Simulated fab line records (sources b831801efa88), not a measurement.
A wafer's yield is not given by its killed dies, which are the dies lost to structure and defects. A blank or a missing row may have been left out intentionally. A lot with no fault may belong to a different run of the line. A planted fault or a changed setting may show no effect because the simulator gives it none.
A single fault, viewed from 2 desks || flow sky130 || only its own numbers are on each desk; what lay behind them is given at the end

## THE TOOL OWNER'S DESK: pecvd-03
The tool's own readings at SKY_CAPM_CVD_00 (deposits SiO2, target thk 15.5 nm): means of the sampled wafers that have a number, for each lot that ran on this tool. A lot is out of limits, marked OUT, if its mean lies more than 4 standard deviations from the usual mean; the brackets give that distance.
Columns: A = heater_power_w at SKY_CAPM_CVD_00, usual 707 W
{"lot": "L558", "first seen here": "day 37 18:23", "A": 710}
{"lot": "L569", "first seen here": "day 40 14:46", "A": 692}
{"lot": "L572", "first seen here": "day 41 15:38", "A": 743}
{"lot": "L579", "first seen here": "day 43 15:14", "A": 780}
Finding of this desk: none of the 4 lots has anything out of limits.

## THE METROLOGY DESK
What the gauges read for every lot (on any tool): the sampled wafers with a number, averaged. A lot is out of limits, marked OUT, if its mean lies more than 4 standard deviations from the usual mean; the brackets give that distance.
Columns: A = VIA1_OVL at SKY_VIA1_OVL_MEAS_13, usual -1 nm; B = VIA2_HDPCVD_THK at SKY_VIA2_THK_MEAS_01, usual 1175 nm; C = CAPM_CVD_00_THK at SKY_CAPM_THK_MEAS_01, usual 15.51 nm
{"lot": "L558", "first seen here": "day 35 09:34", "A": -1, "B": 1177, "C": 15.66}
{"lot": "L561", "first seen here": "day 35 21:26", "A": 3, "B": 1162, "C": 15.40}
{"lot": "L565", "first seen here": "day 37 06:10", "A": 4, "B": 1177, "C": 15.73}
{"lot": "L567", "first seen here": "day 37 13:13", "A": 1, "B": 1177, "C": 15.76}
{"lot": "L568", "first seen here": "day 38 00:19", "A": 7, "B": 1172, "C": 15.45}
{"lot": "L569", "first seen here": "day 38 06:31", "A": 2, "B": 1167, "C": 15.61}
{"lot": "L570", "first seen here": "day 39 02:16", "A": -2, "B": 1171, "C": 15.57}
{"lot": "L572", "first seen here": "day 39 09:12", "A": -5, "B": 1175, "C": 15.36}
{"lot": "L573", "first seen here": "day 39 10:43", "A": -11, "B": 1178, "C": 15.35}
{"lot": "L579", "first seen here": "day 41 11:01", "A": -16, "B": 1201, "C": 14.80}
{"lot": "L580", "first seen here": "day 41 13:23", "A": 3, "B": 1154, "C": 15.52}
Finding of this desk: none of the 11 lots has anything out of limits.

## PUT TOGETHER
Nothing out of limits was seen by the tool owner's desk.
At the metrology desk, nothing out of limits was observed.

## WHAT THE SIMULATOR HAD PUT IN
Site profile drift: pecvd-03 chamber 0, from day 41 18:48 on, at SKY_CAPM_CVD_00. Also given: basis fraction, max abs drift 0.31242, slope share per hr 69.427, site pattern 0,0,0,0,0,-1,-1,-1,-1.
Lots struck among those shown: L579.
